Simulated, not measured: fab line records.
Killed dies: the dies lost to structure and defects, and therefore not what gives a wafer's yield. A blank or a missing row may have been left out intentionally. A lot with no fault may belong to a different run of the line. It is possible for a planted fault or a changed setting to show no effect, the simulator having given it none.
Which tool did it?	flow gf180mcu	6 lots with 18 wafers sampled at 4 steps, on a route of 602 steps

WHAT THE GAUGES SHOWED, per wafer
GF_M4_CD_MEAS_14 targets a cd of 280 nm.
lot	measured	on	cd nm (nm)
L289	day 24 00:19	cd sem-02	279.0 279.7 281.2
L292	day 25 10:11	cd sem-02	280.7 281.3 280.7
L294	day 26 02:48	cd sem-02	280.8 280.1 281.9
L304	day 28 21:25	cd sem-01	296.0 294.3 296.4
L307	day 29 18:17	cd sem-01	279.4 278.7 277.7
L310	day 30 14:21	cd sem-01	278.2 277.5 279.1

WHAT TOOL EACH LOT RAN ON (gives the tool, then ch and the chambers of the sampled wafers, and finally the start)
lot	GF_M2_SPUTTER_03	GF_V2_SPUTTER_22	GF_M4_SOFTBAKE_10
L289	pvd sputter-03, day 18 19:13	pvd sputter-04, day 20 21:59	litho track-03 ch 0, day 23 12:55
L292	pvd sputter-01, day 20 11:11	pvd sputter-04, day 22 12:27	litho track-03 ch 0, day 24 23:56
L294	pvd sputter-03, day 21 04:20	pvd sputter-03, day 23 04:40	litho track-04 ch 0, day 25 16:09
L304	pvd sputter-01, day 24 08:00	pvd sputter-02, day 26 04:59	litho track-03 ch 0, day 28 11:56
L307	pvd sputter-03, day 25 06:43	pvd sputter-04, day 27 03:26	litho track-02 ch 0, day 29 09:05
L310	pvd sputter-01, day 26 07:23	pvd sputter-03, day 28 01:50	litho track-02 ch 0, day 30 05:10
- GF_M2_SPUTTER_03: material Ti, target thk 10 nm, time 6.7 s.
- GF_V2_SPUTTER_22: material TiN, target thk 10 nm, time 40 s.
- GF_M4_SOFTBAKE_10: time 60 s.

THE ANSWER, worked out from the rows above alone
Rule: the lots themselves supply what counts as usual. Put in order of their means at a reading, lots are off if they are a third of the lots or fewer, leave a main group of 4 or more, and stand apart from it by a gap of 3 or more times the standard deviation of the main group's means; of several such gaps the widest counts. The tables above print the reading to a certain number of digits; a main group whose means all agree to those digits is not used. A lot without any number at a reading at which 4 lots or more have one is off too. Where the step has rows for the other lots, those lots are counted as sound.
Off: L304, at GF_M4_CD_MEAS_14 (cd nm). The main group has a mean of 279.7 nm with a standard deviation of 1.1.
If a tool, at a process step before that reading, ran all the lots that are off and no sound lot after the first of them, it fits. The gauges at GF_M4_CD_MEAS_14 are tried like those tools. 2 tools fit, pvd sputter-02 at GF_V2_SPUTTER_22 and litho track-03 at GF_M4_SOFTBAKE_10, so this cannot tell which one it is.

WHAT THE SIMULATOR HAD PUT IN
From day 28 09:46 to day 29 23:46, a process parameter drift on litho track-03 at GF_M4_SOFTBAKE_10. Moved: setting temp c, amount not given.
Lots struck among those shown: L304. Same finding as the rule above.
